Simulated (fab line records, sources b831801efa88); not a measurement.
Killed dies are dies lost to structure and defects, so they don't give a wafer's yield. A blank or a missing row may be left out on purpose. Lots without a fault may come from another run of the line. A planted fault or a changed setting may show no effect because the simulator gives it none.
Which tool did it? | flow gf180mcu | 15 lots, 45 wafers sampled, at 2 steps of a route of 602

WHAT THE GAUGES READ, wafer by wafer
GF_DUAL_GATE_THK_MEAS_03.
lot  | measured     | on            | DUAL_GATE_OXIDATION_00_THK (nm)
L981 | day 7 15:29  | film_metro-04 | 11.02 11.02 11.06
L983 | day 8 05:03  | film_metro-01 | 11.09 11.19 11.02
L984 | day 8 11:50  | film_metro-02 | 10.63 10.73 10.40
L985 | day 8 20:36  | film_metro-02 | 10.97 10.87 11.00
L986 | day 9 02:17  | film_metro-04 | 10.97 10.84 10.97
L987 | day 9 07:59  | film_metro-04 | 10.85 11.03 11.17
L989 | day 10 00:06 | film_metro-02 | 11.12 11.03 11.03
L100 | day 12 21:59 | film_metro-04 | 10.72 10.66 10.63
L101 | day 13 06:25 | film_metro-04 | 10.73 10.95 10.70
L102 | day 13 16:01 | film_metro-02 | 10.98 10.70 10.86
L103 | day 13 21:13 | film_metro-02 | 11.20 11.21 11.03
L104 | day 14 04:36 | film_metro-04 | 10.65 10.76 10.77

WHICH TOOL RAN EACH LOT (tool, then ch and the chambers of the sampled wafers, then the start)
lot  | GF_VT_IMPLANT_DEVELOP_06
L981 | litho_track-03 ch 0, day 5 13:58
L983 | litho_track-04 ch 0, day 6 02:50
L984 | litho_track-03 ch 0, day 6 07:47
L985 | litho_track-03 ch 0, day 6 16:32
L986 | litho_track-03 ch 0, day 6 22:07
L987 | litho_track-04 ch 0, day 7 03:04
L989 | litho_track-04 ch 0, day 7 16:34
L997 | litho_track-04, day 9 18:19
L998 | litho_track-01, day 10 00:28
L999 | litho_track-01, day 10 04:39
L100 | litho_track-04 ch 0, day 10 11:07
L101 | litho_track-03 ch 0, day 10 16:55
L102 | litho_track-03 ch 0, day 11 01:37
L103 | litho_track-03 ch 0, day 11 07:31
L104 | litho_track-03 ch 0, day 11 13:22
- GF_VT_IMPLANT_DEVELOP_06: develop time 60 s.

WHAT THE TOOLS THEMSELVES READ (means of the sampled wafers that have a number; where no wafer has one, the mark that the record gives instead)
GF_VT_IMPLANT_DEVELOP_06.
lot  | tool           | chill_plate_temp_C (C)
L981 | litho_track-03 | 22.95
L983 | litho_track-04 | 22.95
L984 | litho_track-03 | 23.05
L985 | litho_track-03 | 22.91
L986 | litho_track-03 | 22.94
L987 | litho_track-04 | 23.07
L989 | litho_track-04 | 23.06
L997 | litho_track-04 | -
L998 | litho_track-01 | -
L999 | litho_track-01 | -
L100 | litho_track-04 | 22.99
L101 | litho_track-03 | 22.91
L102 | litho_track-03 | 22.96
L103 | litho_track-03 | 23.08
L104 | litho_track-03 | 22.88

THE ANSWER, worked out from the rows above alone
Rule: what is usual is taken from the lots themselves. Put in order of their means at a reading, lots are off if they are a third of the lots or fewer, leave a main group of 4 or more, and stand apart from it by a gap of 3 or more times the standard deviation of the main group's means; of several such gaps the widest counts. A main group whose means are all the same, to the digits that the tables above print for the reading, isn't used. A lot without any number at a reading at which 4 lots or more have one is off too. The other lots that the step has rows for count as sound. The gauges are gone through in route order, then the tools' own readings, and for those a lot's mean is taken as printed above. The first step at which some lot is off is used, and at that step the reading that is off furthest; a lot without a number counts as furthest.
Off: L997, L998, L999, at GF_VT_IMPLANT_DEVELOP_06 (chill_plate_temp_C). Without a number there: L997, L998, L999. The main group: mean 22.98 C, standard deviation 0.067.
A tool fits if, at that step or a process step before it, it ran every lot that is off, and no sound lot after the first of them. None of those tried fits.

WHAT THE SIMULATOR HAD PUT IN
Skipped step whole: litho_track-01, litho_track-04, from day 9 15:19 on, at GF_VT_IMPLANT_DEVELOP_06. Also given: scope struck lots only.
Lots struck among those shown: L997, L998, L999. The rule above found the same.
